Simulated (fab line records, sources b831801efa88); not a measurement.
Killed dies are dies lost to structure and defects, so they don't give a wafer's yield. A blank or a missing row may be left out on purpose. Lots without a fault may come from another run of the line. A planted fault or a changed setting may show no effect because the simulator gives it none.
Chamber matching | flow sky130 | SKY_POLY_GATE_ETCH_16 on rie_diel-03: 4 sister chambers
The step etches Si3N4 in CH3F/O2, stops on poly-Si, time 147.5 s, target depth 75 nm. 8 wafers are shown with their chamber, then 7 later ones without.

WAFERS WITH THEIR CHAMBER
wafer  | chamber | throttle_valve_pct (%) | O2_flow_sccm (sccm)
L392.3 | 0       | 10.542                 | 30.02
L392.4 | 2       | 10.526                 | 30.02
L392.5 | 3       | 10.538                 | 29.91
L400.2 | 2       | 10.524                 | 30.00
L400.3 | 0       | 10.523                 | 30.12
L400.6 | 1       | 10.542                 | 30.04
L402.1 | 3       | 10.530                 | 29.97
L402.3 | 1       | 10.546                 | 29.93

WAFERS WITHOUT THEIR CHAMBER
wafer  | throttle_valve_pct (%) | O2_flow_sccm (sccm)
L402.6 | 10.543                 | 30.14
L405.3 | 10.546                 | 30.02
L405.4 | 10.531                 | 30.07
L405.6 | 10.529                 | 29.93
L406.2 | 10.548                 | 29.97
L406.3 | 10.537                 | 30.01
L406.5 | 10.535                 | 29.97

WHICH CHAMBER EACH WENT THROUGH
wafer  | from the rows above               | in truth
L402.6 | can't be placed: 0 or 1 or 2 or 3 | 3
L405.3 | can't be placed: 1 or 0 or 3      | 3
L405.4 | can't be placed: 0 or 2           | 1
L405.6 | can't be placed: 3 or 2 or 1 or 0 | 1
L406.2 | can't be placed: 1 or 3           | 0
L406.3 | can't be placed: 1 or 0 or 3 or 2 | 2
L406.5 | can't be placed: 3 or 1 or 2 or 0 | 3
Placed correctly: 0 of 7. Can't be placed from these rows: 7 (the true chamber is among the candidates in 5). Placed wrongly: 0.
How it was worked out, from the rows above alone: a wafer's distance from a chamber is the root of the sum, over the readings, of the square of ((its reading less the chamber's mean) divided by the reading's scatter). The wafer belongs to the nearest chamber; if the next one is less than 2 further off, it can't be placed. A chamber's mean is the mean of its shown wafers. The scatter: the root of (the sum of the squares of (reading less its chamber's mean) over the shown wafers, divided by (wafers less chambers)).
